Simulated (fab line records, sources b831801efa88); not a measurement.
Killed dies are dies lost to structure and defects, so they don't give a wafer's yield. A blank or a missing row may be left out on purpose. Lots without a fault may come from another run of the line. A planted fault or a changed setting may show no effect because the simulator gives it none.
fab line records | flow sfq_line
record lots=5 wafers=23
route steps=325 shown I4@174 JJ@180 M5@199 R5@217 I5@228 C5@243
start_h: hours from the record's first day to the start of the lot's first wafer shown | wait_h: hours since the lot's step before | " the same as in the row above | L1.1+2: a row that stands for several wafers | - no value, or no start given | * or withheld: withheld | < > ~ a bound
route shown NAME@n: a module of which the file shows steps, and the number in the route of the first | usual: mean/standard deviation of fault-free wafers | same: alike in all rows | chamber/n: place in a boat | sites: the reading at each site | _std_site: their standard deviation | _edge_site: outer sites' mean less inner sites' | radius_mm: how far each site lies from the wafer's centre | mask NAME#n: copy n | behind: the tool/chamber that last shaped the wafer | hold: why the lot was held/for how many hours/how that ended | device: the transistor (n, p or np) that didn't switch | end of line: the same wafers' tests at the end of the route | a step without rows: its recipe alone | killed: dies lost to structure and defects at the first sort, not the wafer's yield | map: a wafer's dies, x killed, . not, _ none there
set.NAME: the setting as run; set.NAME@STEP: as run at that earlier step | model.NAME: the simulator's own value behind a step, which no gauge read
lots whose settings were changed on purpose; a table a step, a row a wafer
## steps
# step SFQ_TRILAYER_I4_VIA_BARC_OPEN_VIA_ETCH_146
# recipe mask_material=PR chemistry=O2 target_depth_nm=125 target=BARC source_w=500 bias_w=80 pressure_mtorr=30 time_s=41.7
# usual oes_product_au=0.685/0.0045
# columns lot.wafer tool chamber start_h wait_h set.time_s oes_product_au model.KrF_of_TRILAYER_I4_VIA_LITHO_COAT_103.thk_nm
L076.1 rie_diel-02 2 1297.79 0.0 41.7 0.684 572.3
L076.2 " 1 " " 38.44 0.708 580.8
L076.3 " 3 " " 38.44 0.700 580
L076.5 " 2 " " 41.7 0.686 574.5
L076.6 " 1 " " 38.44 0.704 580.1
L081.2 rie_diel-04 0 1310.89 0.0 41.7 0.688 573.5
L081.3 " 2 " " 41.7 0.679 573.7
L081.6 " 1 " " 41.7 0.686 573
L082.1 rie_diel-02 0 1312.09 0.0 35.9 0.738 580.9
L082.2 " 1 " " 41.7 0.690 574.5
L082.3 " 2 " " 35.9 0.738 581.5
L082.5 " 1 " " 41.7 0.681 573.8
L082.6 " 0 " " 41.7 0.691 574.5
L083.1 rie_diel-03 0 1315.69 0.0 41.7 0.692 570.6
L083.2 " 1 " " 41.7 0.679 570.1
L083.3 " 2 " " 41.7 0.682 571.7
L083.5 " 3 " " 41.7 0.692 571.2
L083.6 " 2 " " 41.7 0.691 572.6
L084.1 rie_diel-02 1 1324.09 0.0 38.98 0.697 576.6
L084.2 " 0 " " 41.7 0.696 573
L084.3 " 3 " " 38.98 0.705 576.2
L084.4 " 2 " " 41.7 0.683 573.4
L084.6 " 3 " " 41.7 0.690 571.7
# step SFQ_TRILAYER_I4_VIA_ETCH_VIA_ETCH_106
# recipe target=SiO2 stop_on=Nb mask_material=PR taper_deg=20 chemistry=CHF3 target_depth_nm=260 source_w=500 bias_w=77.12 pressure_mtorr=30 time_s=withheld
# columns lot.wafer tool chamber start_h wait_h set.time_s@TRILAYER_I4_VIA_BARC_OPEN_VIA_ETCH_146 model.KrF_of_TRILAYER_I4_VIA_LITHO_COAT_103.thk_nm
L076.1 rie_diel-02 2 1297.83 0.0 * 528
L076.2 " 1 " " * 537.1
L076.3 " 3 " " * 535.9
L076.5 " 2 " " * 530.3
L076.6 " 1 " " * 536.4
L081.2 rie_diel-04 0 1310.93 0.0 * 528.7
L081.3 " 2 " " * 529.8
L081.6 " 1 " " * 529.5
L082.1 rie_diel-02 0 1312.13 0.0 * 536.7
L082.2 " 1 " " * 530.8
L082.3 " 2 " " * 537.2
L082.5 " 1 " " * 530.4
L082.6 " 0 " " * 530.6
L083.1 rie_diel-03 0 1315.73 0.0 * 527.8
L083.2 " 1 " " * 526.3
L083.3 " 2 " " * 528.5
L083.5 " 3 " " * 528.2
L083.6 " 2 " " * 529.4
L084.1 rie_diel-02 1 1324.13 0.0 * 533.2
L084.2 " 0 " " * 528.8
L084.3 " 3 " " * 532.1
L084.4 " 2 " " * 529.9
L084.6 " 3 " " * 527.8
# step SFQ_TRILAYER_JJ_TRILAYER_DEP_SPUTTER_110
# recipe material=Al base_pressure_pa=1.33e-06 target_thk_nm=8 power_w=500 time_s=10 chamber_pressure_pa=0.4
# columns lot.wafer tool chamber start_h wait_h set.time_s model.Al_of_TRILAYER_JJ_TRILAYER_DEP_SPUTTER_110.thk_nm
L076.1 pvd_sputter-04 - 1298.82 0.0 8.797 6.967
L076.2 " - " " 10 7.775
L076.3 " - " " 8.797 6.852
L076.5 " - " " 8.797 7.045
L076.6 " - " " 10 7.862
L081.2 pvd_sputter-03 - 1312.52 0.0 10 7.986
L081.3 " - " " 10 7.905
L081.6 " - " " 10 7.876
L082.1 pvd_sputter-05 - 1313.12 0.0 9.223 7.325
L082.2 " - " " 9.223 7.24
L082.3 " - " " 9.223 7.32
L082.5 " - " " 10 7.883
L082.6 " - " " 10 8.018
L083.1 pvd_sputter-04 - 1317.32 0.0 10 7.99
L083.2 " - " " 10 7.919
L083.3 " - " " 10.55 8.356
L083.5 " - " " 10 7.87
L083.6 " - " " 10.55 8.479
L084.1 pvd_sputter-03 - 1325.75 0.0 8.83 7.099
L084.2 " - " " 8.83 7.218
L084.3 " - " " 10 8.069
L084.4 " - " " 10 7.91
L084.6 " - " " 10 8.028
# step SFQ_TRILAYER_JJ_CE_LITHO_COAT_119
# recipe resist=BARC spin_rpm=3000 resist_thk_nm=62
# columns lot.wafer tool chamber start_h wait_h set.spin_rpm model.BARC_of_TRILAYER_JJ_CE_LITHO_COAT_119.thk_nm
L076.1 litho_track-03 0 1300.10 0.1 3198 59.96
L076.2 " 0 " " 3000 61.73
L076.3 " 0 " " 3198 59.78
L076.5 " 0 " " 3000 61.67
L076.6 " 0 " " 3000 61.77
L081.2 litho_track-04 0 1313.85 0.1 3000 61.74
L081.3 " 0 " " 3000 61.9
L081.6 " 0 " " 3000 61.77
L082.1 litho_track-03 0 1314.40 0.1 3000 61.88
L082.2 " 0 " " 3000 61.85
L082.3 " 0 " " 2862 63.25
L082.5 " 0 " " 2862 63.18
L082.6 " 0 " " 3000 61.89
L083.1 litho_track-04 0 1318.60 0.1 3079 61.27
L083.2 " 0 " " 3000 61.85
L083.3 " 0 " " 3079 61.21
L083.5 " 0 " " 3000 62.17
L083.6 " 0 " " 3079 61.26
L084.1 litho_track-03 0 1327.16 0.1 3000 62.22
L084.2 " 0 " " 3143 60.73
L084.3 " 0 " " 3143 60.68
L084.4 " 0 " " 3143 60.71
L084.6 " 0 " " 3000 62.12
# step SFQ_TRILAYER_JJ_CE_LITHO_PEB_117
# recipe peb_temp_c=115 peb_time_s=60 resist=KrF
# columns lot.wafer tool chamber start_h wait_h set.peb_temp_c
L076.1+2+3+5+6 litho_track-02 0 1416.53 1.0 115
L081.2+3+6 litho_track-02 0 1437.16 0.8 115
L082.1+3+5 litho_track-03 0 1438.33 1.0 115
L082.2+6 " 0 " " 116.2
L083.1+5+6 litho_track-02 0 1441.93 1.0 111.4
L083.2+3 " 0 " " 115
L084.1+2+3+4+6 litho_track-04 0 1450.33 1.0 115
# step SFQ_TRILAYER_JJ_CE_LITHO_DEVELOP_116
# recipe time_s=60 resist=KrF
# step SFQ_TRILAYER_JJ_CE_METRO_MEASURE_117
# usual cd_nm=700.0/0.83
# columns lot.wafer tool chamber start_h wait_h set.peb_temp_c@TRILAYER_JJ_CE_LITHO_PEB_117 cd_nm
L076.1 cd_sem-01 - 1416.86 0.0 115 699.7
L076.2 " - " " 115 700.4
L076.3 " - " " 115 701.0
L076.5 " - " " 115 701.0
L076.6 " - " " 115 701.1
L081.2 cd_sem-02 - 1437.67 0.2 115 701.0
L081.3 " - " " 115 701.2
L081.6 " - " " 115 701.4
L082.1 cd_sem-01 - 1438.67 0.0 115 700.6
L082.2 " - " " 116.2 680.3
L082.3 " - " " 115 701.7
L082.5 " - " " 115 700.0
L082.6 " - " " 116.2 678.7
L083.1 cd_sem-02 - 1442.27 0.0 111.4 776.0
L083.2 " - " " 115 699.7
L083.3 " - " " 115 701.2
L083.5 " - " " 111.4 776.2
L083.6 " - " " 111.4 775.5
L084.1 cd_sem-02 - 1450.67 0.0 115 699.6
L084.2 " - " " 115 699.5
L084.3 " - " " 115 700.0
L084.4 " - " " 115 698.9
L084.6 " - " " 115 699.0
# step SFQ_TRILAYER_JJ_CE_BARC_OPEN_RIE_150
# recipe mask_material=PR chemistry=O2 target_depth_nm=240 target=BARC icp_w=600 bias_w=80 pressure_mtorr=10 time_s=80
# columns lot.wafer tool chamber start_h wait_h set.spin_rpm@TRILAYER_JJ_CE_LITHO_COAT_119 set.peb_temp_c@TRILAYER_JJ_CE_LITHO_PEB_117 model.JJ.cd_nm model.etch.depth_nm
L076.1 rie_metal-03 0 1418.06 1.0 3198 115 700.4 59.96
L076.2 " 1 " " 3000 115 699.1 61.73
L076.3 " 1 " " 3198 115 700 59.78
L076.5 " 0 " " 3000 115 702.1 61.67
L076.6 " 1 " " 3000 115 699.6 61.77
L081.2 rie_metal-04 0 1438.67 0.8 3000 115 699.8 61.74
L081.3 " 1 " " 3000 115 698.2 61.9
L081.6 " 0 " " 3000 115 700.3 61.77
L082.1 rie_metal-03 1 1439.87 1.0 3000 115 701 -
L082.2 " 0 " " 3000 116.2 683.2 61.85
L082.3 " 0 " " 2862 115 702.7 63.25
L082.5 " 1 " " 2862 115 700.8 -
L082.6 " 0 " " 3000 116.2 680.6 -
L083.1 rie_metal-04 0 1443.47 1.0 3079 111.4 774.8 61.27
L083.2 " 1 " " 3000 115 696.8 -
L083.3 " 1 " " 3079 115 699.3 61.21
L083.5 " 0 " " 3000 111.4 775.3 -
L083.6 " 1 " " 3079 111.4 773 -
L084.1 rie_metal-04 0 1451.87 1.0 3000 115 698.7 -
L084.2 " 1 " " 3143 115 698.5 60.73
L084.3 " 0 " " 3143 115 699.8 60.68
L084.4 " 1 " " 3143 115 698.9 -
L084.6 " 1 " " 3000 115 697.6 62.12
# step SFQ_TRILAYER_M5_LITHO_COAT_123
# recipe resist=KrF spin_rpm=3000 resist_thk_nm=600
# columns lot.wafer tool chamber start_h wait_h set.spin_rpm model.KrF_of_TRILAYER_M5_LITHO_COAT_123.thk_nm
L076.1+2 litho_track-04 0 1419.88 0.2 3000 601.1
L076.3 " 0 " " 3000 599.4
L076.5 " 0 " " 3132 587.7
L076.6 " 0 " " 3132 586.3
L081.2 litho_track-04 0 1440.54 0.2 3000 603.6
L081.3 " 0 " " 3000 603.5
L081.6 " 0 " " 3000 603.3
L082.1 litho_track-04 0 1441.82 0.2 3000 600.4
L082.2 " 0 " " 3000 599.5
L082.3 " 0 " " 3000 598.8
L082.5 " 0 " " 3000 597.4
L082.6 " 0 " " 3000 596.7
L083.1 litho_track-03 0 1445.24 0.2 3000 602.6
L083.2 " 0 " " 3066 595.7
L083.3+5 " 0 " " 3066 595.9
L083.6 " 0 " " 3000 600.3
L084.1 litho_track-01 0 1453.64 0.2 3000 596.8
L084.2 " 0 " " 3000 600
L084.3 " 0 " " 3000 599.4
L084.4 " 0 " " 3000 598.4
L084.6 " 0 " " 3000 599
# step SFQ_TRILAYER_R5_LITHO_COAT_141
# recipe resist=BARC spin_rpm=3000 resist_thk_nm=62
# columns lot.wafer tool chamber start_h wait_h set.resist_thk_nm model.BARC_of_TRILAYER_R5_LITHO_COAT_141.thk_nm
L076.1 litho_track-02 0 1427.46 0.1 62 61.83
L076.2 " 0 " " 62 61.88
L076.3 " 0 " " 62 62.01
L076.5 " 0 " " 62 62
L076.6 " 0 " " 62 61.95
L081.2 litho_track-01 0 1448.16 0.1 62 62.19
L081.3 " 0 " " 62 62.24
L081.6 " 0 " " 62 62.22
L082.1 litho_track-01 0 1449.58 0.1 64.06 63.86
L082.2 " 0 " " 64.06 63.95
L082.3 " 0 " " 62 61.97
L082.5 " 0 " " 62 61.85
L082.6 " 0 " " 62 62.04
L083.1+2 litho_track-03 0 1454.38 0.1 60.66 60.57
L083.3 " 0 " " 62 61.95
L083.5 " 0 " " 62 61.97
L083.6 " 0 " " 60.66 60.78
L084.1 litho_track-01 0 1461.26 0.1 60.85 60.83
L084.2 " 0 " " 62 61.94
L084.3 " 0 " " 60.85 60.68
L084.4 " 0 " " 60.85 60.57
L084.6 " 0 " " 62 61.97
# step SFQ_TRILAYER_R5_LITHO_COAT_136
# recipe resist=KrF spin_rpm=3000 resist_thk_nm=600
# step SFQ_TRILAYER_R5_LITHO_SOFTBAKE_140
# recipe temp_c=withheld time_s=withheld resist=KrF
# step SFQ_TRILAYER_R5_LITHO_DEVELOP_138
# recipe time_s=60 resist=KrF
# step SFQ_TRILAYER_R5_BARC_OPEN_METAL_ETCH_177
# recipe mask_material=PR chemistry=O2 target_depth_nm=125 target=BARC icp_w=600 bias_w=80 pressure_mtorr=10 time_s=41.7
# columns lot.wafer tool chamber start_h wait_h set.resist_thk_nm@TRILAYER_R5_LITHO_COAT_141 model.etch.depth_nm
L076.1 rie_metal-02 1 1538.24 0.0 62 61.83
L076.2 " 0 " " 62 61.88
L076.3 " 0 " " 62 62.01
L076.5 " 0 " " 62 62
L076.6 " 1 " " 62 61.95
L081.2 rie_metal-03 0 1556.08 0.0 62 62.19
L081.3 " 0 " " 62 62.24
L081.6 " 0 " " 62 62.22
L082.1 rie_metal-03 0 1558.48 0.0 64.06 -
L082.2 " 1 " " 64.06 63.95
L082.3 " 0 " " 62 61.97
L082.5+6 " 1,0 " " 62 -
L083.1 rie_metal-01 1 1563.28 0.0 60.66 60.57
L083.2+6 " 0,1 " " 60.66 -
L083.3 " 0 " " 62 61.95
L083.5 " 0 " " 62 -
L084.1+4 rie_metal-02 1,0 1570.48 0.0 60.85 -
L084.2 " 0 " " 62 61.94
L084.3 " 1 " " 60.85 60.68
L084.6 " 0 " " 62 61.97
# step SFQ_TRILAYER_A5C_DEP_PECVD_142
# recipe material=SiO2 temp_c=150 time_s=15.556 pressure_torr=2.4 rf_w=183.3 precursor=SiH4/N2O target_thk_nm=70
# columns lot.wafer tool chamber start_h wait_h set.time_s model.SiO2_of_TRILAYER_A5C_DEP_PECVD_142.thk_nm
L076.1 pecvd-04 2 1539.13 0.0 13.91 63.37
L076.2 " 0 " " 15.556 69.05
L076.3 " 1 " " 15.556 70.73
L076.5 " 0 " " 13.91 63.28
L076.6 " 1 " " 15.556 71.27
L081.2 pecvd-03 1 1556.98 0.0 15.556 69.44
L081.3 " 2 " " 15.556 68.52
L081.6 " 1 " " 15.556 71.14
L082.1 pecvd-03 1 1559.38 0.0 14.19 64.04
L082.2 " 2 " " 15.556 69.46
L082.3 " 0 " " 15.556 69.51
L082.5 " 2 " " 14.19 64.29
L082.6 " 0 " " 15.556 70.11
L083.1 pecvd-04 1 1564.18 0.0 14.11 63.75
L083.2 " 2 " " 15.556 70.19
L083.3 " 0 " " 15.556 68.61
L083.5 " 1 " " 14.11 64.9
L083.6 " 0 " " 15.556 70.23
L084.1 pecvd-04 1 1571.38 0.0 15.556 71.11
L084.2 " 2 " " 15.556 70.12
L084.3 " 0 " " 15.556 69.31
L084.4 " 0 " " 15.556 70.85
L084.6 " 2 " " 15.556 72.08
# step SFQ_TRILAYER_I5_LITHO_COAT_149
# recipe resist=BARC spin_rpm=3000 resist_thk_nm=62
# columns lot.wafer tool chamber start_h wait_h set.resist_thk_nm model.BARC_of_TRILAYER_I5_LITHO_COAT_149.thk_nm
L076.1 litho_track-02 0 1539.15 0.0 63.87 63.88
L076.2 " 0 " " 63.87 63.83
L076.3 " 0 " " 62 62.21
L076.5 " 0 " " 62 62.05
L076.6 " 0 " " 62 62.13
L081.2 litho_track-01 0 1557.05 0.1 62 61.93
L081.3 " 0 " " 62 61.92
L081.6 " 0 " " 62 61.86
L082.1 litho_track-01 0 1559.40 0.0 62 62
L082.2 " 0 " " 62 61.8
L082.3 " 0 " " 59.57 59.59
L082.5 " 0 " " 62 61.91
L082.6 " 0 " " 59.57 59.48
L083.1 litho_track-02 0 1564.20 0.0 63.24 63.11
L083.2 " 0 " " 62 62
L083.3 " 0 " " 63.24 63.23
L083.5 " 0 " " 62 61.9
L083.6 " 0 " " 62 62.06
L084.1 litho_track-04 0 1571.40 0.0 63.22 63.03
L084.2 " 0 " " 62 61.97
L084.3 " 0 " " 62 62.08
L084.4 " 0 " " 63.22 63.05
L084.6 " 0 " " 63.22 63.16
# step SFQ_TRILAYER_I5_LITHO_COAT_144
# recipe resist=KrF spin_rpm=3000 resist_thk_nm=650
# step SFQ_TRILAYER_I5_LITHO_SOFTBAKE_148
# recipe temp_c=withheld time_s=withheld resist=KrF
# step SFQ_TRILAYER_I5_LITHO_DEVELOP_146
# recipe time_s=60 resist=KrF
# step SFQ_TRILAYER_I5_BARC_OPEN_VIA_ETCH_200
# recipe mask_material=PR chemistry=O2 target_depth_nm=125 target=BARC source_w=500 bias_w=80 pressure_mtorr=30 time_s=41.7
# columns lot.wafer tool chamber start_h wait_h set.resist_thk_nm@TRILAYER_I5_LITHO_COAT_149 model.etch.depth_nm
L076.1 rie_diel-02 1 1546.48 0.0 63.87 63.88
L076.2 " 0 " " 63.87 63.83
L076.3 " 3 " " 62 62.21
L076.5 " 2 " " 62 62.05
L076.6 " 3 " " 62 62.13
L081.2 rie_diel-02 1 1654.77 0.0 62 61.93
L081.3 " 1 " " 62 61.92
L081.6 " 1 " " 62 61.86
L082.1+5 rie_diel-03 2,1 1657.17 0.0 62 -
L082.2 " 3 " " 62 61.8
L082.3 " 0 " " 59.57 59.59
L082.6 " 2 " " 59.57 -
L083.1 rie_diel-01 3 1661.97 0.0 63.24 63.11
L083.2+5+6 " 2,1,2 " " 62 -
L083.3 " 0 " " 63.24 63.23
L084.1+4 rie_diel-02 0,1 1669.20 0.0 63.22 -
L084.2 " 3 " " 62 61.97
L084.3 " 2 " " 62 62.08
L084.6 " 1 " " 63.22 63.16
# step SFQ_TRILAYER_C5_LITHO_EXPOSE_152
# recipe mask_id=C5 na=0.6 source_shape=conventional sigma_outer=0.65 target_cd_nm=500 dose_mj=21.3
# columns lot.wafer tool chamber start_h wait_h mask set.dose_mj
L076.1+2+6 krf_scanner-01 0 1599.07 - C5#0 20.42
L076.3+5 " 0 " " C5#0 21.3
L081.2+3+6 krf_scanner-01 0 1658.26 - C5#0 21.3
L082.1+3+6 krf_scanner-01 0 1661.66 - C5#0 22.01
L082.2+5 " 0 " " C5#0 21.3
L083.1+2+3 krf_scanner-02 0 1724.19 - C5#0 20.65
L083.5+6 " 0 " " C5#0 21.3
L084.1+2+4 krf_scanner-01 0 1762.75 - C5#0 21.3
L084.3+6 " 0 " " C5#0 21.8
# step SFQ_TRILAYER_C5_LITHO_PEB_154
# recipe peb_temp_c=115 peb_time_s=62.87 resist=KrF
# step SFQ_TRILAYER_C5_LITHO_DEVELOP_153
# recipe time_s=60 resist=KrF
# step SFQ_TRILAYER_C5_BARC_OPEN_VIA_ETCH_210
# recipe mask_material=PR chemistry=O2 target_depth_nm=125 target=BARC source_w=500 bias_w=80 pressure_mtorr=30 time_s=41.7
# columns lot.wafer tool chamber start_h wait_h set.dose_mj@TRILAYER_C5_LITHO_EXPOSE_152 model.C5.cd_nm
L076.1 rie_diel-04 2 1600.61 0.0 20.42 498.6
L076.2 " 0 " " 20.42 496.1
L076.3 " 1 " " 21.3 502.6
L076.5 " 3 " " 21.3 502.8
L076.6 " 0 " " 20.42 496.2
L081.2 rie_diel-03 3 1659.60 0.0 21.3 506.1
L081.3 " 1 " " 21.3 506.5
L081.6 " 0 " " 21.3 506
L082.1 rie_diel-03 1 1663.20 0.0 22.01 511.6
L082.2 " 0 " " 21.3 505.4
L082.3 " 2 " " 22.01 510.2
L082.5 " 3 " " 21.3 504.7
L082.6 " 0 " " 22.01 510.8
L083.1 rie_diel-04 3 1725.72 0.0 20.65 498.7
L083.2 " 2 " " 20.65 501.1
L083.3 " 0 " " 20.65 499.3
L083.5 " 0 " " 21.3 503.7
L083.6 " 2 " " 21.3 505.6
L084.1 rie_diel-01 2 1764.29 0.0 21.3 507.2
L084.2 " 1 " " 21.3 507.5
L084.3+6 " 0,1 " " 21.8 512.4
L084.4 " 3 " " 21.3 508.2
# step SFQ_TRILAYER_C5_ETCH_VIA_ETCH_154
# recipe target=SiO2 mask_material=PR chemistry=CHF3 target_depth_nm=84 source_w=500 bias_w=80 pressure_mtorr=30 time_s=withheld stop_on=Nb
# usual oes_product_au=0.895/0.0087
# columns lot.wafer tool chamber start_h wait_h set.time_s@TRILAYER_A5C_DEP_PECVD_142 set.dose_mj@TRILAYER_C5_LITHO_EXPOSE_152 oes_product_au model.C5.feature_depth_nm model.etch.depth_nm model.C5.cd_nm
L076.1 rie_diel-04 2 1600.65 0.0 * 20.42 0.851 63.37 63.37 498
L076.2 " 0 " " * 20.42 0.879 69.05 69.05 496.8
L076.3 " 1 " " * 21.3 0.900 70.73 70.73 503.6
L076.5 " 3 " " * 21.3 0.844 63.28 63.28 502.7
L076.6 " 0 " " * 20.42 0.900 71.27 71.27 497
L081.2 rie_diel-03 3 1659.64 0.0 * 21.3 0.887 69.44 69.44 505.1
L081.3 " 1 " " * 21.3 0.889 68.52 68.52 506.4
L081.6 " 0 " " * 21.3 0.895 71.14 71.14 506.3
L082.1 rie_diel-03 1 1663.24 0.0 * 22.01 0.849 64.04 - 511.9
L082.2 " 0 " " * 21.3 0.887 69.46 69.46 505.3
L082.3 " 2 " " * 22.01 0.890 69.51 69.51 510.3
L082.5 " 3 " " * 21.3 0.851 64.29 - 503.6
L082.6 " 0 " " * 22.01 0.892 70.11 - 511
L083.1 rie_diel-04 3 1725.76 0.0 * 20.65 0.842 63.75 63.75 497.7
L083.2 " 2 " " * 20.65 0.890 70.19 - 500
L083.3 " 0 " " * 20.65 0.883 68.61 68.61 499.6
L083.5 " 0 " " * 21.3 0.857 64.9 - 504.1
L083.6 " 2 " " * 21.3 0.898 70.23 - 504.6
L084.1 rie_diel-01 2 1764.33 0.0 * 21.3 0.902 71.11 - 506.9
L084.2 " 1 " " * 21.3 0.892 70.12 70.12 507.6
L084.3 " 0 " " * 21.8 0.886 69.31 69.31 512.7
L084.4 " 3 " " * 21.3 0.901 70.85 - 508.4
L084.6 " 1 " " * 21.8 0.906 72.08 72.08 512.4
## key
split step=SFQ_TRILAYER_I4_VIA_BARC_OPEN_VIA_ETCH_146 setting=time_s stated=41.7 by=wafer
response step=SFQ_TRILAYER_I4_VIA_BARC_OPEN_VIA_ETCH_146 reading=oes_product_au change=-0.00315 per=1% r=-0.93
response step=SFQ_TRILAYER_I4_VIA_BARC_OPEN_VIA_ETCH_146 reading=model.KrF_of_TRILAYER_I4_VIA_LITHO_COAT_103.thk_nm change=-0.588 per=1% r=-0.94
response step=SFQ_TRILAYER_I4_VIA_ETCH_VIA_ETCH_106 reading=model.KrF_of_TRILAYER_I4_VIA_LITHO_COAT_103.thk_nm change=-0.574 per=1% r=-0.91
split step=SFQ_TRILAYER_JJ_TRILAYER_DEP_SPUTTER_110 setting=time_s stated=10 by=wafer
response step=SFQ_TRILAYER_JJ_TRILAYER_DEP_SPUTTER_110 reading=model.Al_of_TRILAYER_JJ_TRILAYER_DEP_SPUTTER_110.thk_nm change=+0.0754 per=1% r=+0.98
split step=SFQ_TRILAYER_JJ_CE_LITHO_COAT_119 setting=spin_rpm stated=3000 by=wafer
response step=SFQ_TRILAYER_JJ_CE_LITHO_COAT_119 reading=model.BARC_of_TRILAYER_JJ_CE_LITHO_COAT_119.thk_nm change=-0.29 per=1% r=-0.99
response step=SFQ_TRILAYER_JJ_CE_BARC_OPEN_RIE_150 reading=model.etch.depth_nm change=-0.287 per=1% r=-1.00
split step=SFQ_TRILAYER_JJ_CE_LITHO_PEB_117 setting=peb_temp_c stated=115 by=wafer
response step=SFQ_TRILAYER_JJ_CE_METRO_MEASURE_117 reading=cd_nm change=-23.7 per=1% r=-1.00
response step=SFQ_TRILAYER_JJ_CE_BARC_OPEN_RIE_150 reading=model.JJ.cd_nm change=-23.8 per=1% r=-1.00
split step=SFQ_TRILAYER_M5_LITHO_COAT_123 setting=spin_rpm stated=3000 by=wafer
response step=SFQ_TRILAYER_M5_LITHO_COAT_123 reading=model.KrF_of_TRILAYER_M5_LITHO_COAT_123.thk_nm change=-2.98 per=1% r=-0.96
split step=SFQ_TRILAYER_R5_LITHO_COAT_141 setting=resist_thk_nm stated=62 by=wafer
response step=SFQ_TRILAYER_R5_LITHO_COAT_141 reading=model.BARC_of_TRILAYER_R5_LITHO_COAT_141.thk_nm change=+0.61 per=1% r=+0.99
response step=SFQ_TRILAYER_R5_BARC_OPEN_METAL_ETCH_177 reading=model.etch.depth_nm change=+0.625 per=1% r=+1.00
split step=SFQ_TRILAYER_A5C_DEP_PECVD_142 setting=time_s stated=15.556 by=wafer
response step=SFQ_TRILAYER_A5C_DEP_PECVD_142 reading=model.SiO2_of_TRILAYER_A5C_DEP_PECVD_142.thk_nm change=+0.627 per=1% r=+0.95
response step=SFQ_TRILAYER_C5_ETCH_VIA_ETCH_154 reading=oes_product_au change=+0.00436 per=1% r=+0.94
response step=SFQ_TRILAYER_C5_ETCH_VIA_ETCH_154 reading=model.C5.feature_depth_nm change=+0.627 per=1% r=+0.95
response step=SFQ_TRILAYER_C5_ETCH_VIA_ETCH_154 reading=model.etch.depth_nm change=+0.63 per=1% r=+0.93
split step=SFQ_TRILAYER_I5_LITHO_COAT_149 setting=resist_thk_nm stated=62 by=wafer
response step=SFQ_TRILAYER_I5_LITHO_COAT_149 reading=model.BARC_of_TRILAYER_I5_LITHO_COAT_149.thk_nm change=+0.585 per=1% r=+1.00
response step=SFQ_TRILAYER_I5_BARC_OPEN_VIA_ETCH_200 reading=model.etch.depth_nm change=+0.569 per=1% r=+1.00
split step=SFQ_TRILAYER_C5_LITHO_EXPOSE_152 setting=dose_mj stated=21.3 by=wafer
response step=SFQ_TRILAYER_C5_BARC_OPEN_VIA_ETCH_210 reading=model.C5.cd_nm change=+1.61 per=1% r=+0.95
response step=SFQ_TRILAYER_C5_ETCH_VIA_ETCH_154 reading=model.C5.cd_nm change=+1.73 per=1% r=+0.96
